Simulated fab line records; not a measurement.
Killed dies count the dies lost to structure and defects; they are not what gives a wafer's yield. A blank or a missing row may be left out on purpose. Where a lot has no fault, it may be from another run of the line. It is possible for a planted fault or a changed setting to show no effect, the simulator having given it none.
Matching of chambers / flow gf180mcu / GF_V4_CMP_26 on cmp-01 has 4 sister chambers
The step polishes, stops on SiO2, t overpolish 15 s, target thk 0 nm. 8 wafers are shown with their chamber, then 8 later ones without.

## WAFERS, EACH WITH ITS CHAMBER
wafer=L150.6; chamber=0; motor-current-A (A)=10.1; overpolish-run-s (s)=15.007
wafer=L152.3; chamber=1; motor-current-A (A)=10.3; overpolish-run-s (s)=14.982
wafer=L152.6; chamber=3; motor-current-A (A)=10.4; overpolish-run-s (s)=15.010
wafer=L153.1; chamber=3; motor-current-A (A)=9.8; overpolish-run-s (s)=15.005
wafer=L153.2; chamber=0; motor-current-A (A)=9.5; overpolish-run-s (s)=15.007
wafer=L153.4; chamber=2; motor-current-A (A)=10.3; overpolish-run-s (s)=15.005
wafer=L154.2; chamber=1; motor-current-A (A)=10.5; overpolish-run-s (s)=15.000
wafer=L154.5; chamber=2; motor-current-A (A)=10.5; overpolish-run-s (s)=15.004

## WAFERS MISSING THEIR CHAMBER
wafer=L154.6; motor-current-A (A)=10.9; overpolish-run-s (s)=14.989
wafer=L155.2; motor-current-A (A)=9.9; overpolish-run-s (s)=14.985
wafer=L155.3; motor-current-A (A)=10.9; overpolish-run-s (s)=15.001
wafer=L155.5; motor-current-A (A)=9.6; overpolish-run-s (s)=14.997
wafer=L158.3; motor-current-A (A)=10.4; overpolish-run-s (s)=15.004
wafer=L158.4; motor-current-A (A)=10.7; overpolish-run-s (s)=14.995
wafer=L160.2; motor-current-A (A)=9.8; overpolish-run-s (s)=14.984
wafer=L160.5; motor-current-A (A)=9.9; overpolish-run-s (s)=14.995

## EACH ONE'S CHAMBER
wafer=L154.6; from the rows above=can't be placed: 1 or 2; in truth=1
wafer=L155.2; from the rows above=can't be placed: 1 or 0 or 2 or 3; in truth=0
wafer=L155.3; from the rows above=can't be placed: 2 or 1 or 3 or 0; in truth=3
wafer=L155.5; from the rows above=can't be placed: 0 or 3 or 1 or 2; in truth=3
wafer=L158.3; from the rows above=can't be placed: 2 or 3 or 0 or 1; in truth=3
wafer=L158.4; from the rows above=can't be placed: 1 or 2 or 3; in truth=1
wafer=L160.2; from the rows above=can't be placed: 1 or 0 or 2 or 3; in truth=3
wafer=L160.5; from the rows above=can't be placed: 1 or 0 or 3 or 2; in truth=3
Placed correctly: 0 of 8. Not placeable from these rows: 8 (in 8, the candidates include the true chamber). 0 placed wrongly.
How it was worked out, from the rows above alone: a wafer's distance from a chamber is the root of the sum, over the readings, of the square of ((its reading less the chamber's mean) divided by the reading's scatter). If the next closest chamber is less than 2 further off than the closest, the wafer can't be placed; otherwise it belongs to the closest. Each chamber's mean is taken over the wafers shown for it. The scatter: the root of (the sum of the squares of (reading less its chamber's mean) over the shown wafers, divided by (wafers less chambers)).
